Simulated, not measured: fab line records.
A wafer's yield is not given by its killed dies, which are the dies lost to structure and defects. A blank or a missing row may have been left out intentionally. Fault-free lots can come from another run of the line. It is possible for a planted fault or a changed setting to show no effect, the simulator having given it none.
Which tool is to blame?	flow sky130	12 lots with 35 wafers sampled at 5 steps, on a route of 708 steps

WHAT EACH GAUGE READ, for each wafer
SKY_VIA3_CD_MEAS_12: target cd 200 nm. Usual: 199.7 nm for cdNm, sd 1.5.
lot	measured	on	cdNm (nm)	flag
L540	day 40 16:24	cdSem-01	200.8 201.4 202.4	
L541	day 41 05:11	cdSem-02	198.9 199.0 199.4	
L545	day 42 00:59	cdSem-01	200.1 199.5 200.9	
L546	day 42 14:07	cdSem-02	196.9 198.5 197.6	
L548	day 42 19:47	cdSem-02	201.1 200.0	
L555	day 44 22:31	cdSem-02	197.8 197.6 198.4	
L556	day 45 01:16	cdSem-02	199.4 198.3 199.0	
L557	day 45 11:52	cdSem-01	197.6 199.4 200.2	
L558	day 45 16:46	cdSem-02	199.9 199.3 199.5	
L559	day 46 00:41	cdSem-02	199.9 200.2 200.5	
L561	day 46 04:58	cdSem-02	201.1 201.0 201.1	
L562	day 46 12:38	cdSem-02	198.5 201.3 199.8	

SKY_VIA4_THK_MEAS_01. Usual: VIA4_HDPCVD_THK 1753 nm, standard deviation 22.
lot	measured	on	VIA4_HDPCVD_THK (nm)	flag
L540	day 42 21:23	filmMetro-03	1746 1767 1761	
L541	day 43 10:21	filmMetro-04	1756 1778 1780	
L545	day 44 03:04	filmMetro-01	2215 1785 1776	OFF
L546	day 44 16:24	filmMetro-01	2215 1755 1761	OFF
L548	day 44 22:10	filmMetro-04	2214 1764	OFF
L555	day 46 21:01	filmMetro-03	1763 1731 1763	
L556	day 46 23:58	filmMetro-04	1738 1720 1774	
L557	day 47 10:50	filmMetro-01	1807 1760 1785	
L558	day 47 15:13	filmMetro-04	1761 1775 1772	
L559	day 47 23:12	filmMetro-04	1729 1749 1723	
L561	day 48 01:51	filmMetro-01	1745 1745 1749	
L562	day 48 10:08	filmMetro-03	1740 1766 1775	

TOOL THAT RAN EACH LOT (tool first, then ch and the chambers of the sampled wafers, then the start)
lot	SKY_METAL4_SPUTTER_04	SKY_METAL4_ETCH_17	SKY_VIA4_HDPCVD_00
L540	pvdSputter-01, day 40 18:02	rieDiel-04 ch 1,2,3, day 42 20:24	hdpcvd-02 ch 0,2, day 42 21:11
L541	pvdSputter-04, day 41 06:48	rieDiel-03 ch 0,2, day 43 09:16	hdpcvd-02 ch 0,1, day 43 10:05
L545	pvdSputter-04, day 42 02:36	rieDiel-04 ch 0,1,2, day 44 02:06	hdpcvd-02 ch 0,1,2, day 44 02:53
L546	pvdSputter-04, day 42 15:44	rieDiel-04 ch 0,1,3, day 44 15:26	hdpcvd-02 ch 0,1,2, day 44 16:13
L548	pvdSputter-04, day 42 21:25	rieDiel-04 ch 1,3, day 44 21:08	hdpcvd-02 ch 0,1, day 44 21:59
L555	pvdSputter-01, day 45 00:06	rieDiel-04 ch 1,2, day 46 20:02	hdpcvd-01 ch 0,1, day 46 20:49
L556	pvdSputter-04, day 45 02:52	rieDiel-02 ch 0,1,2, day 46 22:59	hdpcvd-01 ch 0,1,2, day 46 23:46
L557	pvdSputter-03, day 45 13:26	rieDiel-02 ch 2,3, day 47 09:41	hdpcvd-01 ch 0,1, day 47 10:38
L558	pvdSputter-01, day 45 18:21	rieDiel-02 ch 1,2,3, day 47 14:08	hdpcvd-02 ch 0,1, day 47 15:02
L559	pvdSputter-03, day 46 02:15	rieDiel-03 ch 0,2,3, day 47 22:01	hdpcvd-02 ch 0,1,2, day 47 23:05
L561	pvdSputter-01, day 46 06:35	rieDiel-04 ch 0,2,3, day 48 00:53	hdpcvd-02 ch 0,1,2, day 48 01:40
L562	pvdSputter-04, day 46 14:17	rieDiel-04 ch 0,1,3, day 48 09:09	hdpcvd-01 ch 0,1, day 48 09:57
- SKY_METAL4_SPUTTER_04: material TiN, target thk 70 nm, time 58.3 s.
- SKY_METAL4_ETCH_17: etches SiO2 in C4F8/O2/Ar, stops on TiN, time 3.9 s, target depth 15 nm.
- SKY_VIA4_HDPCVD_00: deposits SiO2, target thk 1750 nm, time 291.7 s.

AS READ BY THE TOOLS THEMSELVES (means over the sampled wafers that have a number; for cases with no such wafer, the mark the record gives instead)
SKY_METAL4_SPUTTER_04. Usual: cathodeDcPowerW 6500.2 W, standard deviation 1.1; throttleValvePct 29.8 %, standard deviation 1.3.
lot	tool	cathodeDcPowerW (W)	throttleValvePct (%)	flag
L540	pvdSputter-01	6501.4	31.6	
L541	pvdSputter-04	6500.0	29.7	
L545	pvdSputter-04	6500.4	28.2	
L546	pvdSputter-04	6500.5	29.1	
L548	pvdSputter-04	6499.9	29.4	
L555	pvdSputter-01	6499.1	31.6	
L556	pvdSputter-04	6499.0	29.7	
L557	pvdSputter-03	6499.3	29.3	
L558	pvdSputter-01	6499.8	31.4	
L559	pvdSputter-03	6500.2	30.0	
L561	pvdSputter-01	6500.6	31.7	
L562	pvdSputter-04	6500.4	28.5	

SKY_METAL4_ETCH_17. Usual: chamberPressureMTorr 40.00 mTorr, standard deviation 0.036; oesProductAu 0.754 a.u., standard deviation 0.0087; rfFwdPowerW 1471 W, standard deviation 8.2.
lot	tool	chamberPressureMTorr (mTorr)	oesProductAu (a.u.)	rfFwdPowerW (W)	flag
L540	rieDiel-04	39.98	0.757	1470	
L541	rieDiel-03	40.01	0.744	1472	
L545	rieDiel-04	40.03	0.749	1476	
L546	rieDiel-04	40.02	0.750	1468	
L548	rieDiel-04	39.99	0.760	1472	
L555	rieDiel-04	40.01	0.759	1473	
L556	rieDiel-02	40.00	0.753	1475	
L557	rieDiel-02	40.02	0.762	1476	
L558	rieDiel-02	39.96	0.757	1476	
L559	rieDiel-03	39.97	0.753	1466	
L561	rieDiel-04	40.01	0.765	1478	
L562	rieDiel-04	40.01	0.751	1464	

SKY_VIA4_HDPCVD_00. Usual: 319.5 s for runLengthS, sd 0.66.
lot	tool	runLengthS (s)	flag
L540	hdpcvd-02	318.7	
L541	hdpcvd-02	319.2	
L545	hdpcvd-02	343.6	OFF
L546	hdpcvd-02	343.7	OFF
L548	hdpcvd-02	355.8	OFF
L555	hdpcvd-01	320.0	
L556	hdpcvd-01	319.6	
L557	hdpcvd-01	319.9	
L558	hdpcvd-02	319.0	
L559	hdpcvd-02	319.2	
L561	hdpcvd-02	319.4	
L562	hdpcvd-01	319.9	

THE ANSWER, worked out from the rows above alone
Rule: a lot counts as off when the mean over its wafers that have a number is more than 3 standard deviations away from the usual mean. A lot without any number at a reading at which 4 lots or more have one is off too. Any other lot the step has rows for is counted as sound. The gauges are gone through in route order, then the tools' own readings, and for those a lot's mean is taken as printed above. At the first step where some lot is off, the reading lying furthest off is the one used; lots without a number count as furthest.
Off: at SKY_VIA4_THK_MEAS_01 (VIA4_HDPCVD_THK), L545, L546, L548.
A tool fits if, at a process step before that reading, it ran every lot that is off, and no sound lot after the first of them. The gauges at SKY_VIA4_THK_MEAS_01 aren't tried: what is off there is off at SKY_VIA4_HDPCVD_00 too, on other tools, and a gauge's error can't cause that. Not one of the candidates tried fits.

WHAT THE SIMULATOR HAD INSERTED
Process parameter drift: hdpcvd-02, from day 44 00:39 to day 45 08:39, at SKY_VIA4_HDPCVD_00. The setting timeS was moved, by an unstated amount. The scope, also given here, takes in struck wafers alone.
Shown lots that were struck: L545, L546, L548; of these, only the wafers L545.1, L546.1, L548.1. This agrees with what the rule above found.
